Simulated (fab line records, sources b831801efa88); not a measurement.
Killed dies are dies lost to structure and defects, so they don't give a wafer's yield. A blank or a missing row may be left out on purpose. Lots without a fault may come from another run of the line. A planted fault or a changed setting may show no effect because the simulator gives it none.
fab line records | flow sky130
record lots=4 wafers=12 last_day=49
route steps=708 shown POLY_CUT@317 SD_P@320 RES_XHIGH@333 SD_N@342 PAD_OPEN@708
lots that met no fault: from a run of the same line without faults
start_h: hours from the record's first day to the start of the lot's first wafer shown | wait_h: hours since the lot's step before | " the same as in the row above | L1.1+2: a row that stands for several wafers | - no value, or no start given | * or withheld: withheld | < > ~ a bound
route shown NAME@n: a module of which the file shows steps, and the number in the route of the first | usual: mean/standard deviation of fault-free wafers | same: alike in all rows | chamber/n: place in a boat | sites: the reading at each site | _std_site: their standard deviation | _edge_site: outer sites' mean less inner sites' | radius_mm: how far each site lies from the wafer's centre | mask NAME#n: copy n | behind: the tool/chamber that last shaped the wafer | hold: why the lot was held/for how many hours/how that ended | device: the transistor (n, p or np) that didn't switch | end of line: the same wafers' tests at the end of the route | a step without rows: its recipe alone | killed: dies lost to structure and defects at the first sort, not the wafer's yield | map: a wafer's dies, x killed, . not, _ none there
set.NAME: the setting as run; set.NAME@STEP: as run at that earlier step | model.NAME: the simulator's own value behind a step, which no gauge read
lots at some steps of the route; a table a step, a row a wafer
services: from which hour (start_h, from the record's first day; less than 0 if before it) a tool's chamber was out of use, for how many hours, and why
## steps
# step SKY_POLY_CUT_ETCH_10
# recipe chemistry=N2/H2 target=BARC ion_energy_ev=200 source_w=500 bias_w=100 pressure_mtorr=30 n2_flow_sccm=100 h2_flow_sccm=200 stop_on=SiO2 time_s=45.9 target_depth_a=600
# step SKY_POLY_CUT_ETCH_11
# recipe target=Si3N4 chemistry=CF4/CH2F2/Ar stop_on=poly-Si source_w=600 bias_w=150 pressure_mtorr=40 cf4_flow_sccm=40 ch2f2_flow_sccm=20 Ar_flow_sccm=150 time_s=42.5 target_depth_a=600
# step SKY_POLY_CUT_STRIP_12
# recipe chemistry=O2/N2 power_w=1400 pressure_mtorr=1500 platen_temp_c=withheld o2_flow_sccm=3000 n2_flow_sccm=300 overash_fraction=0.5
# step SKY_SD_P_DEHYDRATE_00
# recipe temp_c=200 time_s=60
# step SKY_SD_P_HMDS_01
# recipe prime_time_s=60 prime_temp_c=120
# step SKY_SD_P_COAT_02
# recipe resist=NOVOLAK spin_rpm=3000 resist_thk_nm=1140
# step SKY_SD_P_SOFTBAKE_03
# recipe temp_c=90 time_s=60 resist=NOVOLAK
# step SKY_SD_P_EXPOSE_04
# recipe mask_id=PSDM na=0.6 source_shape=conventional sigma_outer=0.6 polarization=unpolarized target_cd_nm=380 dose_mj=138
# step SKY_SD_P_PEB_05
# recipe temp_c=withheld time_s=* resist=NOVOLAK
# step SKY_SD_P_DEVELOP_06
# recipe resist=NOVOLAK developer=TMAH develop_time_s=60 dev_temp_c=23
# step SKY_SD_P_IMPLANT_09
# recipe species=BF2 energy_kev=20 dose_cm2=3e+15 tilt_deg=0
# usual beam_energy_keV=20.001/0.0068 faraday_current_uA=12533/1500
# columns lot.wafer tool chamber start_h wait_h beam_energy_keV faraday_current_uA model.implant.rp_nm model.implant.drp_nm
L769.3 implanter-02 0 580.90 0.1 20.016 13965 17.37 9.746
L769.4 " 0 " " 20.012 13907 17.37 9.746
L769.5 " 0 " " 20.006 14186 17.37 9.746
L782.1 implanter-01 0 700.95 0.0 20.005 11250 18.04 9.746
L782.4 " 0 " " 20.004 11432 18.04 9.746
L782.5 " 0 " " 19.991 10910 18.04 9.746
L784.1 implanter-02 0 713.97 0.0 16.283 14353 14.68 8.434
L784.4 " 0 " " 16.291 14093 14.68 8.434
L784.6 " 0 " " 16.285 14334 14.68 8.434
L785.3 implanter-02 0 722.63 0.1 16.272 13839 14.66 8.434
L785.5 " 0 " " 16.271 13619 14.66 8.434
L785.6 " 0 " " 16.281 13627 14.66 8.434
# step SKY_SD_P_STRIP_10
# recipe chemistry=O2/N2 power_w=1400 pressure_mtorr=1500 platen_temp_c=withheld o2_flow_sccm=3000 n2_flow_sccm=300 overash_fraction=0.5
# usual drypump_motor_current_A=5.88/0.22 oes_product_au=0.617/0.0046 strip_time_to_endpoint_s=17.51/0.038
# columns lot.wafer tool chamber start_h wait_h drypump_motor_current_A oes_product_au rf_hours_counter_h strip_time_to_endpoint_s
L769.3 plasma_asher-03 1 581.04 0.1 6.26 0.610 - 17.51
L769.4 " 0 " " 5.60 0.611 - 17.49
L769.5 " 0 " " 5.61 0.622 - 17.44
L782.1 plasma_asher-04 1 701.10 0.1 5.91 0.616 57 17.55
L782.4 " 0 " " 5.94 0.620 - 17.53
L782.5 " 0 " " 5.92 0.613 - 17.53
L784.1 plasma_asher-02 0 714.12 0.1 5.71 0.632 104 16.91
L784.4 " 0 " " 5.68 0.632 - 16.93
L784.6 " 1 " " 5.88 0.627 - 16.91
L785.3 plasma_asher-03 0 722.76 0.1 5.64 0.637 - 16.91
L785.5 " 1 " " 6.26 0.620 - 16.92
L785.6 " 0 " " 5.63 0.629 - 16.89
# step SKY_SD_P_TW_MEAS_11
# usual SD_P_TW=2844/16
# columns lot.wafer tool chamber start_h wait_h hold SD_P_TW
L769.3 film_metro-03 - 581.12 0.1 - 2855
L769.4 " - " " - 2852
L769.5 " - " " - 2849
L782.1 film_metro-02 - 701.20 0.1 - 2836
L782.4 " - " " - 2842
L782.5 " - " " - 2825
L784.1 film_metro-01 - 714.22 0.1 await_dispo/0.2h/release 2676
L784.4 " - " " await_dispo/0.2h/release 2678
L784.6 " - " " await_dispo/0.2h/release 2678
L784.1 film_metro-01 - 714.44 0.2 - 2681
L784.4 " - " " - 2681
L784.6 " - " " - 2681
L785.3 film_metro-01 - 722.85 0.1 await_dispo/0.2h/release 2675
L785.5 " - " " await_dispo/0.2h/release 2697
L785.6 " - " " await_dispo/0.2h/release 2699
L785.3 film_metro-01 - 723.07 0.2 - 2672
L785.5 " - " " - 2688
L785.6 " - " " - 2690
# step SKY_RES_XHIGH_HMDS_01
# recipe prime_time_s=60 prime_temp_c=120
# step SKY_RES_XHIGH_COAT_02
# recipe resist=NOVOLAK spin_rpm=3000 resist_thk_nm=1140
# step SKY_RES_XHIGH_SOFTBAKE_03
# recipe temp_c=90 time_s=60 resist=NOVOLAK
# step SKY_RES_XHIGH_EXPOSE_04
# recipe mask_id=URPM na=0.6 source_shape=conventional sigma_outer=0.6 polarization=unpolarized target_cd_nm=1270 dose_mj=140
# step SKY_RES_XHIGH_PEB_05
# recipe temp_c=withheld time_s=* resist=NOVOLAK
# step SKY_RES_XHIGH_DEVELOP_06
# recipe resist=NOVOLAK developer=TMAH develop_time_s=60 dev_temp_c=23
# step SKY_RES_XHIGH_IMPLANT_07
# recipe species=BF2 energy_kev=20 dose_cm2=3.6e+14 tilt_deg=0
# step SKY_RES_XHIGH_STRIP_08
# recipe chemistry=O2/N2 power_w=1400 pressure_mtorr=1500 platen_temp_c=withheld o2_flow_sccm=3000 n2_flow_sccm=300 overash_fraction=0.5
# step SKY_SD_N_DEHYDRATE_00
# recipe temp_c=200 time_s=60
# step SKY_SD_N_HMDS_01
# recipe prime_time_s=60 prime_temp_c=120
# step SKY_SD_N_COAT_02
# recipe resist=NOVOLAK spin_rpm=3000 resist_thk_nm=1140
# step SKY_SD_N_SOFTBAKE_03
# recipe temp_c=90 time_s=60 resist=NOVOLAK
# step SKY_SD_N_EXPOSE_04
# recipe mask_id=NSDM na=0.6 source_shape=conventional sigma_outer=0.6 polarization=unpolarized target_cd_nm=380 dose_mj=141
# step SKY_SD_N_PEB_05
# recipe temp_c=withheld time_s=* resist=NOVOLAK
# step SKY_SD_N_DEVELOP_06
# recipe resist=NOVOLAK developer=TMAH develop_time_s=60 dev_temp_c=23
# step SKY_SD_N_IMPLANT_09
# recipe species=As energy_kev=50 dose_cm2=4e+15 tilt_deg=0
# step SKY_SD_N_IMPLANT_10
# recipe species=P energy_kev=20 dose_cm2=1e+14 tilt_deg=0
# step SKY_SD_N_STRIP_11
# recipe chemistry=O2/N2 power_w=1400 pressure_mtorr=1500 platen_temp_c=withheld o2_flow_sccm=3000 n2_flow_sccm=300 overash_fraction=0.5
# step SKY_SD_N_CLEAN_13
# recipe chemistry=SC1/SC2 mix=1:4:20 temp_c=70 time_s=150 dry=n2_spin
# step SKY_SD_N_RTA_14
# recipe temp_c=1075 time_s=2 idle_temp_c=650 ramp_up_c_per_s=150 ramp_down_c_per_s=90 ambient=N2
# step SKY_SD_N_RS_MEAS_17
# recipe thk_meas_gauge=four-point-probe
# usual SD_P_RS=147.0/0.37
# columns lot.wafer tool chamber start_h wait_h hold SD_P_RS[ohm/sq]
L769.3 film_metro-01 - 646.49 0.1 - 147.0
L769.4 " - " " - 147.1
L769.5 " - " " - 146.9
L782.1 film_metro-03 - 757.57 0.1 - 147.1
L782.4 " - " " - 147.3
L782.5 " - " " - 147.0
L784.1 film_metro-03 - 769.77 0.1 await_dispo/0.2h/release 160.8
L784.4 " - " " await_dispo/0.2h/release 160.6
L784.6 " - " " await_dispo/0.2h/release 160.9
L784.1 film_metro-03 - 770.06 0.3 - 160.4
L784.4 " - " " - 160.5
L784.6 " - " " - 161.1
L785.3 film_metro-01 - 776.73 0.1 await_dispo/0.2h/release 160.9
L785.5 " - " " await_dispo/0.2h/release 161.4
L785.6 " - " " await_dispo/0.2h/release 161.0
L785.3 film_metro-01 - 777.01 0.3 - 161.0
L785.5 " - " " - 161.1
L785.6 " - " " - 161.0
# step SKY_PAD_OPEN_PROBE_99
# usual killed_at_M0_to_M3=43/7.7 killed_at_M4_up=2.9/1.9 killed_at_contacts=24/5.9 killed_at_front_end=16/5.1 killed_at_other=0.3/0.63 killed_dies=86/10 killed_open=47/7.6 killed_short=39/6.8
# same gross_dies=492 killed_at_back_side=0
# columns lot.wafer tool chamber start_h wait_h killed_at_M0_to_M3 killed_at_M4_up killed_at_contacts killed_at_front_end killed_at_other killed_dies killed_open killed_short model.etest.pfet_01v8.r_on_ohm_um model.etest.res_pdiff.line_ohm_um model.etest.res_pdiff_hv.rs_ohm_sq model.etest.res_pdiff.rs_ohm_sq model.etest.pfet_01v8_lvt.drive_ua_um
L769.3 prober-01 - 1072.17 0.2 33 4 27 15 0 79 36 43 2944 1370 191.2 196.7 173.7
L769.4 prober-01 - 1072.22 0.2 41 4 32 16 1 94 50 42 2897 1356 191.3 198.3 175.1
L769.5 prober-01 - 1072.27 0.2 39 4 29 21 0 93 54 37 2843 1383 192.1 197.8 176.2
L782.1 prober-01 - 1155.04 0.1 34 3 23 13 0 73 29 44 2839 1319 185.8 194.2 173.9
L782.4 prober-01 - 1155.19 0.2 37 0 22 21 0 80 40 40 2840 1330 186.7 193.2 175.2
L782.5 prober-01 - 1155.24 0.2 43 3 29 11 0 86 52 34 2975 1328 186.9 193.4 170.8
L784.1 prober-01 - 1161.89 0.1 46 5 23 12 1 87 44 43 3101 1445 214.8 214.9 167.4
L784.4 prober-01 - 1162.04 0.2 37 3 23 12 0 75 47 28 3056 1444 211.3 214 170.4
L784.6 prober-01 - 1162.14 0.2 47 5 21 13 0 86 45 41 3077 1473 212.7 214.6 169.4
L785.3 prober-02 - 1164.77 0.2 47 0 26 20 0 93 45 48 3024 1470 211.9 215.4 169.3
L785.5 prober-02 - 1164.87 0.2 35 4 24 14 0 77 38 38 2970 1472 212.3 214.8 171.5
L785.6 prober-02 - 1164.92 0.2 44 5 27 21 0 97 56 40 3022 1480 211.8 213.4 172.1
# killed by level:class
L769.3 CONTACT:geometric_particle:open=11 FIELD_ISO:geometric_particle:short=7 VIA3:geometric_particle:open=6 LI_CONTACT:geometric_particle:open=5 VIA1:geometric_particle:short=5 METAL2:geometric_particle:short=5 CONTACT:geometric_particle:short=4 LI_CONTACT:geometric_particle:short=4
L769.4 CONTACT:geometric_particle:open=12 LI_CONTACT:geometric_particle:open=9 VIA3:geometric_particle:open=8 FIELD_ISO:geometric_particle:short=6 VIA1:geometric_particle:open=6 LI_CONTACT:geometric_particle:short=5 VIA2:geometric_particle:open=5 METAL2:geometric_particle:short=4
L769.5 CONTACT:geometric_particle:open=11 LI_CONTACT:geometric_particle:open=10 VIA1:geometric_particle:open=8 VIA2:geometric_particle:open=7 FIELD_ISO:geometric_particle:short=6 CONTACT:geometric_particle:short=5 METAL2:geometric_particle:short=5 VIA3:geometric_particle:open=5
L782.1 LOCAL_INTERCONNECT:geometric_particle:short=7 VIA1:geometric_particle:open=7 METAL1:geometric_particle:short=6 LI_CONTACT:geometric_particle:open=5 CONTACT:geometric_particle:short=5 CONTACT:geometric_particle:open=4 VIA3:geometric_particle:short=4 VIA1:geometric_particle:short=4
L782.4 FIELD_ISO:geometric_particle:short=10 VIA3:geometric_particle:open=9 LI_CONTACT:geometric_particle:open=7 VIA1:geometric_particle:open=7 LOCAL_INTERCONNECT:geometric_particle:short=6 CONTACT:geometric_particle:open=6 VIA2:geometric_particle:open=5 POLY_GATE:geometric_particle:short=3
L782.5 LI_CONTACT:geometric_particle:open=9 VIA1:geometric_particle:open=8 CONTACT:geometric_particle:open=8 VIA3:geometric_particle:open=8 VIA2:geometric_particle:open=6 METAL1:geometric_particle:short=5 FIELD_ISO:geometric_particle:open=4 LOCAL_INTERCONNECT:geometric_particle:open=4
L784.1 VIA1:geometric_particle:open=9 VIA3:geometric_particle:open=9 LI_CONTACT:geometric_particle:open=8 METAL1:geometric_particle:short=8 CONTACT:geometric_particle:open=7 LI_CONTACT:geometric_particle:short=4 VIA1:geometric_particle:short=4 VIA2:geometric_particle:open=4
L784.4 CONTACT:geometric_particle:open=12 VIA2:geometric_particle:open=9 LI_CONTACT:geometric_particle:open=6 VIA1:geometric_particle:open=6 VIA3:geometric_particle:open=6 POLY_GATE:geometric_particle:short=4 METAL1:geometric_particle:short=4 CONTACT:geometric_particle:short=3
L784.6 LI_CONTACT:geometric_particle:open=7 METAL1:geometric_particle:short=7 VIA1:geometric_particle:open=7 METAL2:geometric_particle:short=7 VIA2:geometric_particle:open=6 FIELD_ISO:geometric_particle:open=5 VIA3:geometric_particle:open=5 CONTACT:geometric_particle:open=5
L785.3 VIA1:geometric_particle:open=11 LI_CONTACT:geometric_particle:open=9 CONTACT:geometric_particle:open=6 METAL2:geometric_particle:short=6 VIA2:geometric_particle:open=6 FIELD_ISO:geometric_particle:short=5 FIELD_ISO:geometric_particle:open=5 VIA1:geometric_particle:short=5
L785.5 VIA1:geometric_particle:open=11 CONTACT:geometric_particle:open=8 METAL2:geometric_particle:short=6 LI_CONTACT:geometric_particle:open=5 VIA2:geometric_particle:open=5 FIELD_ISO:geometric_particle:short=4 LI_CONTACT:geometric_particle:short=4 CONTACT:geometric_particle:short=4
L785.6 VIA1:geometric_particle:open=18 CONTACT:geometric_particle:open=9 FIELD_ISO:geometric_particle:short=7 VIA3:geometric_particle:open=7 VIA2:geometric_particle:open=6 CONTACT:geometric_particle:short=5 POLY_GATE:geometric_particle:open=5 LI_CONTACT:geometric_particle:open=5
## services
# columns tool chamber start_h hours kind
plasma_asher-04 - 567.41 3.6 repair
implanter-02 - 573.52 4.5 pm
implanter-01 - 576.75 120.1 pm
plasma_asher-02 - 589.34 9.6 repair
implanter-02 - 647.55 2.9 pm
plasma_asher-04 - 673.12 2.3 repair
plasma_asher-03 - 682.43 3.5 repair
implanter-02 - 695.29 2.4 repair
implanter-01 - 703.15 5.7 repair
## key
first_sign step=SKY_SD_P_IMPLANT_09 reading=beam_energy_keV direction=down sigmas=99+ usual=* struck=*
effect step=SKY_SD_P_STRIP_10 reading=strip_time_to_endpoint_s direction=down sigmas=16 usual=* struck=*
effect step=SKY_SD_P_TW_MEAS_11 reading=visit direction=added
effect step=SKY_SD_P_TW_MEAS_11 reading=SD_P_TW direction=down sigmas=9.9 usual=2844 struck=2684
effect step=SKY_SD_N_RS_MEAS_17 reading=SD_P_RS direction=up sigmas=37 usual=147.0 struck=160.9
model_effect step=SKY_SD_P_IMPLANT_09 value=implant.rp_nm without=17.23 struck=14.67
model_effect step=SKY_PAD_OPEN_PROBE_99 value=etest.pfet_01v8.r_on_ohm_um without=2930 struck=3042
met_at SKY_SD_P_IMPLANT_09
struck_wafers L784.1,L784.4,L784.6,L785.3,L785.5,L785.6
tester_left_out L784,L785
onset_between 580.90 713.97
fault kind=process_parameter_drift tool=implanter-02 chamber=- onset_h=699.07 steps=SKY_SD_P_IMPLANT_09 channel=energy_kev offset=* shape=step end_h=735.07 acts_in=* stated=*
# tester_left_out: of these lots the tester's yield and bins aren't shown, on N5 and GAA mostly nor the transistor test; their killed dies are dies lost to structure and defects alone, not to doping, threshold or leakage, so they don't give the yield
